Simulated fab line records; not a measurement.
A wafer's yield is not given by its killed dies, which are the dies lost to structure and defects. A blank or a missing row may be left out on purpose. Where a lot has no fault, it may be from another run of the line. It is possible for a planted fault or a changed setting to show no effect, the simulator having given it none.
fab line records    flow sky130    part 2 of 2: steps 24 to 33 of 33
[record] lots = 5  wafers = 15  last_day = 50
route steps=708 shown VT_ADJUST_HVTR@131 VT_ADJUST_PCH@143 SONOS_TUNNEL@154
lots with no fault: from the same line, run without faults
start_h: hours from the record's opening day to when the first of the lot's shown wafers began    wait_h: time in hours since the lot's previous step    " the same as in the row above    L1.1+2: a row that stands for several wafers    - no value, or no start was given    * or withheld: withheld    < > ~ a bound
route shown NAME@n: a module of which the file shows steps, and the number in the route of the first    usual: average and standard deviation across the fault-free wafers    same: alike in all rows    chamber/n: place in a boat    sites: readings site by site    _std_site: standard deviation across them    _edge_site: the outer-site mean with the inner-site mean subtracted    radius_mm: how far each site lies from the wafer's centre    mask NAME#n: copy n    behind: the tool/chamber that last shaped the wafer    hold: what put the lot on hold/how long, in hours/how the hold closed    device: whichever transistor did not switch (one of n, p or np)    end of line: the same wafers' tests at the end of the route    a step with no rows: only its recipe    killed: not the wafer's yield, but the dies lost to structure and defects at the first sort    map: per-die view of a wafer (x killed, . not killed, _ where there is no die)
set.NAME: setting as actually run; set.NAME@STEP: the setting as run at that earlier step    model.NAME: the simulator's own value behind a step, which no gauge read
certain route steps with their lots: each step a table, each wafer a row
services: when a tool's chamber went out of use (start_h, in hours from the record's first day, below 0 if earlier), for how many hours, and the reason
[[steps]]
[step SKY_SONOS_TUNNEL_DEHYDRATE_00]
[recipe] temp_c = 200  time_s = 60
[usual] exhaust_pa = 45.1/0.85  heater_power_total_W = 160.38/0.12
lot.wafer  tool            chamber  start_h  wait_h  exhaust_pa  heater_power_total_W
L088.2     litho_track-02  0        344.24   12.7    43.5        160.60
L088.5     "               0        "        "       44.9        160.18
L088.6     "               0        "        "       44.4        160.19
L090.1     litho_track-01  0        361.34   13.6    45.5        160.38
L090.4     "               0        "        "       44.0        160.55
L090.5     "               0        "        "       45.4        160.20
L091.1     litho_track-01  0        368.64   13.4    46.8        160.18
L091.4     "               0        "        "       45.9        160.51
L091.6     "               0        "        "       45.3        160.59
L092.1     litho_track-04  0        376.81   13.4    44.5        160.31
L092.3     "               0        "        "       45.4        160.41
L092.6     "               0        "        "       45.4        160.40
L096.2     litho_track-01  0        406.01   13.6    43.4        160.38
L096.5     "               0        "        "       44.6        160.29
L096.6     "               0        "        "       44.5        160.25
[step SKY_SONOS_TUNNEL_HMDS_01]
[recipe] prime_time_s = 60  prime_temp_c = 120
[usual] exhaust_pa = 45.2/0.82
lot.wafer  tool            chamber  start_h  wait_h  exhaust_pa
L088.2     litho_track-02  0        344.39   0.1     46.7
L088.5     "               0        "        "       46.9
L088.6     "               0        "        "       45.7
L090.1     litho_track-01  0        361.49   0.1     47.0
L090.4     "               0        "        "       46.7
L090.5     "               0        "        "       45.1
L091.1     litho_track-01  0        368.79   0.1     45.5
L091.4     "               0        "        "       45.5
L091.6     "               0        "        "       45.5
L092.1     litho_track-04  0        376.96   0.1     46.1
L092.3     "               0        "        "       45.3
L092.6     "               0        "        "       45.6
L096.2     litho_track-01  0        406.16   0.1     45.5
L096.5     "               0        "        "       46.0
L096.6     "               0        "        "       45.8
[step SKY_SONOS_TUNNEL_COAT_02]
[recipe] resist = NOVOLAK  spin_rpm = 3000  resist_thk_nm = 1140
[usual] exhaust_pa = 45.1/0.95
lot.wafer  tool            chamber  start_h  wait_h  exhaust_pa
L088.2     litho_track-02  0        344.54   0.1     45.7
L088.5     "               0        "        "       45.6
L088.6     "               0        "        "       46.4
L090.1     litho_track-01  0        361.64   0.1     44.3
L090.4     "               0        "        "       45.0
L090.5     "               0        "        "       45.5
L091.1     litho_track-01  0        368.94   0.1     45.3
L091.4     "               0        "        "       43.4
L091.6     "               0        "        "       44.6
L092.1     litho_track-04  0        377.11   0.1     46.0
L092.3     "               0        "        "       45.0
L092.6     "               0        "        "       47.0
L096.2     litho_track-01  0        406.31   0.1     45.5
L096.5     "               0        "        "       45.0
L096.6     "               0        "        "       45.6
[step SKY_SONOS_TUNNEL_SOFTBAKE_03]
[recipe] temp_c = 90  time_s = 60  resist = NOVOLAK
[usual] exhaust_pa = 44.8/0.88  heater_power_total_W = 56.60/0.05
lot.wafer  tool            chamber  start_h  wait_h  exhaust_pa  heater_power_total_W
L088.2     litho_track-02  0        344.69   0.1     45.9        56.57
L088.5     "               0        "        "       43.9        56.61
L088.6     "               0        "        "       44.6        56.62
L090.1     litho_track-01  0        361.79   0.1     44.8        56.57
L090.4     "               0        "        "       43.9        56.55
L090.5     "               0        "        "       43.9        56.66
L091.1     litho_track-01  0        369.09   0.1     45.0        56.63
L091.4     "               0        "        "       45.7        56.62
L091.6     "               0        "        "       45.4        56.65
L092.1     litho_track-04  0        377.26   0.1     45.8        56.61
L092.3     "               0        "        "       45.5        56.61
L092.6     "               0        "        "       45.9        56.63
L096.2     litho_track-01  0        406.46   0.1     44.3        56.56
L096.5     "               0        "        "       44.9        56.58
L096.6     "               0        "        "       43.3        56.56
[step SKY_SONOS_TUNNEL_EXPOSE_04]
[recipe] mask_id = TUNM  na = 0.6  source_shape = conventional  sigma_outer = 0.6  polarization = unpolarized  target_cd_nm = 410  dose_mj = 136
[usual] stage_vel_mm_s = 500.03/0.26
lot.wafer  tool              chamber  start_h  wait_h  mask    stage_vel_mm_s
L088.2     iline_stepper-02  0        -        -       TUNM#0  500.27
L088.5     "                 0        "        "       TUNM#0  499.99
L088.6     "                 0        "        "       TUNM#0  500.60
L090.1     iline_stepper-02  0        -        -       TUNM#0  500.08
L090.4     "                 0        "        "       TUNM#0  499.75
L090.5     "                 0        "        "       TUNM#0  499.64
L091.1     iline_stepper-01  0        -        -       TUNM#0  499.64
L091.4     "                 0        "        "       TUNM#0  500.16
L091.6     "                 0        "        "       TUNM#0  500.18
L092.1     iline_stepper-01  0        -        -       TUNM#0  500.02
L092.3     "                 0        "        "       TUNM#0  499.97
L092.6     "                 0        "        "       TUNM#0  499.86
L096.2     iline_stepper-01  0        -        -       TUNM#0  499.92
L096.5     "                 0        "        "       TUNM#0  500.01
L096.6     "                 0        "        "       TUNM#0  499.95
[step SKY_SONOS_TUNNEL_PEB_05]
[recipe] temp_c = withheld  time_s = *  resist = NOVOLAK
[usual] exhaust_pa = 45.0/1
lot.wafer  tool            chamber  start_h  wait_h  exhaust_pa
L088.2     litho_track-02  0        -        -       46.3
L088.5     "               0        "        "       46.1
L088.6     "               0        "        "       44.6
L090.1     litho_track-01  0        -        -       45.5
L090.4     "               0        "        "       44.7
L090.5     "               0        "        "       46.1
L091.1     litho_track-01  0        -        -       45.0
L091.4     "               0        "        "       44.9
L091.6     "               0        "        "       44.3
L092.1     litho_track-04  0        -        -       44.6
L092.3     "               0        "        "       45.2
L092.6     "               0        "        "       44.1
L096.2     litho_track-04  0        -        -       43.2
L096.5     "               0        "        "       44.4
L096.6     "               0        "        "       43.4
[step SKY_SONOS_TUNNEL_DEVELOP_06]
[recipe] resist = NOVOLAK  developer = TMAH  develop_time_s = 60  dev_temp_c = 23
[usual] exhaust_pa = 45.1/0.93
lot.wafer  tool            chamber  start_h  wait_h  exhaust_pa
L088.2     litho_track-02  0        359.49   0.1     45.4
L088.5     "               0        "        "       45.4
L088.6     "               0        "        "       45.5
L090.1     litho_track-01  0        375.79   0.1     44.4
L090.4     "               0        "        "       46.1
L090.5     "               0        "        "       45.2
L091.1     litho_track-01  0        383.84   0.1     45.2
L091.4     "               0        "        "       47.1
L091.6     "               0        "        "       45.5
L092.1     litho_track-04  0        391.86   0.1     45.2
L092.3     "               0        "        "       44.6
L092.6     "               0        "        "       45.0
L096.2     litho_track-04  0        421.68   0.1     43.2
L096.5     "               0        "        "       44.9
L096.6     "               0        "        "       44.1
[step SKY_SONOS_TUNNEL_CD_MEAS_07]
[recipe] target_cd_nm = 410
[usual] cd_nm = 409.7/2.4
lot.wafer  tool       chamber  start_h  wait_h  cd_nm
L088.2     cd_sem-01  -        359.63   0.1     409.5
L088.5     "          -        "        "       409.6
L088.6     "          -        "        "       409.1
L090.1     cd_sem-01  -        375.94   0.1     408.4
L090.4     "          -        "        "       409.8
L090.5     "          -        "        "       409.5
L091.1     cd_sem-01  -        383.99   0.1     410.2
L091.4     "          -        "        "       408.2
L091.6     "          -        "        "       410.9
L092.1     cd_sem-02  -        392.01   0.1     412.0
L092.3     "          -        "        "       410.2
L092.6     "          -        "        "       411.7
L096.2     cd_sem-02  -        421.83   0.1     409.3
L096.5     "          -        "        "       408.6
L096.6     "          -        "        "       409.7
[step SKY_SONOS_TUNNEL_OVL_MEAS_08]
[usual] SONOS_TUNNEL_OVL = 0.9/1.5
lot.wafer  tool        chamber  start_h  wait_h  SONOS_TUNNEL_OVL[nm]
L088.2     overlay-01  -        359.74   0.1     -0.2
L088.5     "           -        "        "       0.3
L088.6     "           -        "        "       0.3
L090.1     overlay-02  -        376.06   0.1     3.6
L090.4     "           -        "        "       2.4
L090.5     "           -        "        "       4.2
L091.1     overlay-02  -        384.11   0.1     0.9
L091.4     "           -        "        "       1.6
L091.6     "           -        "        "       0.3
L092.1     overlay-02  -        392.13   0.1     1.2
L092.3     "           -        "        "       0.0
L092.6     "           -        "        "       -0.2
L096.2     overlay-02  -        421.94   0.1     -1.5
L096.5     "           -        "        "       0.9
L096.6     "           -        "        "       -1.6
[step SKY_SONOS_TUNNEL_IMPLANT_09]
[recipe] species = B  energy_kev = 20  dose_cm2 = 1e+12  tilt_deg = withheld
[usual] end_station_pressure_torr = 5e-06/2.7e-07  faraday_current_uA = 5.64/0.11
lot.wafer  tool          chamber  start_h  wait_h  end_station_pressure_torr  faraday_current_uA
L088.2     implanter-02  0        359.79   0.0     5.07e-06                   5.62
L088.5     "             0        "        "       5.04e-06                   5.51
L088.6     "             0        "        "       5.06e-06                   5.66
L090.1     implanter-04  0        376.09   0.0     5.15e-06                   5.65
L090.4     "             0        "        "       5.48e-06                   5.63
L090.5     "             0        "        "       5.11e-06                   5.84
L091.1     implanter-01  0        384.14   0.0     5.09e-06                   5.38
L091.4     "             0        "        "       4.9e-06                    5.60
L091.6     "             0        "        "       4.96e-06                   5.62
L092.1     implanter-01  0        392.17   0.0     5.12e-06                   5.74
L092.3     "             0        "        "       5.28e-06                   5.57
L092.6     "             0        "        "       4.9e-06                    5.48
L096.2     implanter-01  0        421.99   0.0     5.23e-06                   5.70
L096.5     "             0        "        "       5e-06                      5.44
L096.6     "             0        "        "       5.3e-06                    5.51
[[services]]
tool              chamber  start_h  hours  kind
implanter-03      -        282.17   1.1    repair
plasma_asher-03   -        284.07   2.2    repair
iline_stepper-02  -        288.53   2.1    pm
iline_stepper-02  -        290.61   -      consumable_replace:lamp
plasma_asher-04   -        302.79   4.4    repair
implanter-01      -        307.82   8.3    repair
iline_stepper-02  0        307.89   -      calibration
iline_stepper-01  -        309.44   1.7    pm
iline_stepper-02  -        311.10   1.7    pm
implanter-02      -        329.77   1.3    repair
implanter-02      -        333.91   5.2    repair
plasma_asher-01   -        346.80   8.8    repair
implanter-03      -        348.76   1.1    repair
implanter-02      -        352.70   1.6    repair
iline_stepper-01  -        353.92   2.1    pm
iline_stepper-01  -        356.00   -      consumable_replace:lamp
implanter-02      -        356.02   3.6    repair
implanter-03      -        374.57   6.0    pm
implanter-02      -        374.67   1.6    repair
iline_stepper-02  -        405.50   8.9    pm
litho_track-01    -        409.58   -      consumable_replace:filter
implanter-04      -        416.91   4.8    repair
implanter-04      -        420.06   2.9    repair
plasma_asher-01   -        421.25   9.0    pm
